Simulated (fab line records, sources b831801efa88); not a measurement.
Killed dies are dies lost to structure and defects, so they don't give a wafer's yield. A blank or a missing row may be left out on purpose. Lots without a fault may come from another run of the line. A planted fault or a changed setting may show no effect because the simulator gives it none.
A struck lot beside a sound one | flow gf180mcu | 18 steps out of a route of 602
Sound: wafers L719.1, L719.2, L719.6. Struck: wafers L713.1, L713.2, L713.3. The cause comes at the end.
At each step with rows: each side's tool, then ch and its chambers, then its first start. Under that, the readings that differ: sound wafers | struck wafers | difference of the means | sigmas: that difference in standard deviations of wafers without a fault.
alike: readings whose means differ by less than 2 such deviations, and words and numbers that are the same on both sides. not compared: withheld readings, readings that some wafer has no value for, bounds like >300 that may hide the same value, and numbers for which the record gives no deviation and whose values overlap.
The two part at a step that has a row with sigmas, a row that says differs or no value, or rows on one side only. Numbers that don't overlap but have no deviation are shown without sigmas and don't part them. A reading that every wafer of one side lacks parts them only if that side has two wafers or more.

first, 1 step without rows for these wafers: GF_HV_LDD_CLEAN_51 (cleans in SC1/SC2, time 150 s).
GF_HV_LDD_RTA_52: time 10 s.
  sound on rtp_anneal-01 ch 0, day 19 06:46; struck on rtp_anneal-02 ch 0, day 17 01:28
  alike: lamp_power_pct, wafer_temp_C_max
GF_HV_LDD_RS_MEAS_53: measures by four-point-probe.
  sound on film_metro-04, day 19 06:50; struck on film_metro-03, day 17 01:32
  alike: HV_LDD_RS
then, 1 step without rows for these wafers: GF_HV_LDD_CVD_54 (deposits SiO2 from TEOS, target thk 10 nm, time 75 s).
GF_HV_LDD_THK_MEAS_55:
  sound on film_metro-04, day 19 07:59; struck on film_metro-03, day 17 02:40
  alike: HV_LDD_CVD_54_THK
then, 1 step without rows for these wafers: GF_HV_LDD_CVD_56 (deposits Si3N4 from DCS/NH3, target thk 90 nm, time 1543 s).
GF_HV_LDD_THK_MEAS_57:
  sound on film_metro-01, day 19 09:28; struck on film_metro-04, day 17 04:10
  reading                | sound          | struck         | difference | sigmas
  HV_LDD_CVD_56_THK (nm) | 87.4 87.4 88.1 | 89.8 90.2 89.1 | +2.1       | +2
GF_HV_LDD_ETCHBACK_58: etches Si3N4 in CH3F/O2, stops on SiO2, time 100 s, target depth 90 nm.
  sound on rie_diel-04 ch 0,2,3, day 19 09:31; struck on rie_diel-03 ch 1,2,3, day 17 04:13
  reading               | sound             | struck            | difference | sigmas
  oes_product_au (a.u.) | 0.823 0.831 0.833 | 0.841 0.851 0.842 | +0.016     | +2
  alike: drypump_motor_current_A, throttle_valve_pct
  not compared: rf_hours_counter_h
then, 4 steps without rows for these wafers: GF_NSD_DEHYDRATE_00 (time 60 s); GF_NSD_HMDS_01 (prime time 60 s); GF_NSD_COAT_02 (resist thk 1000 nm); GF_NSD_SOFTBAKE_03 (time 60 s).
GF_NSD_EXPOSE_04: exposes mask Nplus, target cd 400 nm.
  sound on iline_stepper-01 ch 0, day 19 21:57; struck on iline_stepper-02 ch 0, day 17 16:21
  reading              | sound                | struck               | difference | sigmas
  exposure_dose_mJ_cm2 | 139.91 140.08 139.82 | 129.64 129.64 129.67 | -10.29     | -64
  alike: mask
then, 2 steps without rows for these wafers: GF_NSD_PEB_05; GF_NSD_DEVELOP_06 (develop time 60 s).
GF_NSD_CD_MEAS_07: target cd 400 nm.
  sound on cd_sem-02, day 20 09:50; struck on cd_sem-02, day 18 03:56
  reading    | sound             | struck            | difference | sigmas
  cd_nm (nm) | 396.5 397.2 397.8 | 376.3 378.0 376.9 | -20.1      | -10
GF_NSD_OVL_MEAS_08:
  sound on overlay-01, day 20 09:57; struck on overlay-02, day 18 04:04
  alike: NSD_OVL
then, 1 step without rows for these wafers: GF_PASSIVATION_PROBE_99.

WHERE THEY PART
First at GF_HV_LDD_THK_MEAS_57; last, within this record, at GF_NSD_CD_MEAS_07. Later steps at which nothing parts them and some readings are alike: GF_NSD_OVL_MEAS_08.

WHY: what the simulator had put in
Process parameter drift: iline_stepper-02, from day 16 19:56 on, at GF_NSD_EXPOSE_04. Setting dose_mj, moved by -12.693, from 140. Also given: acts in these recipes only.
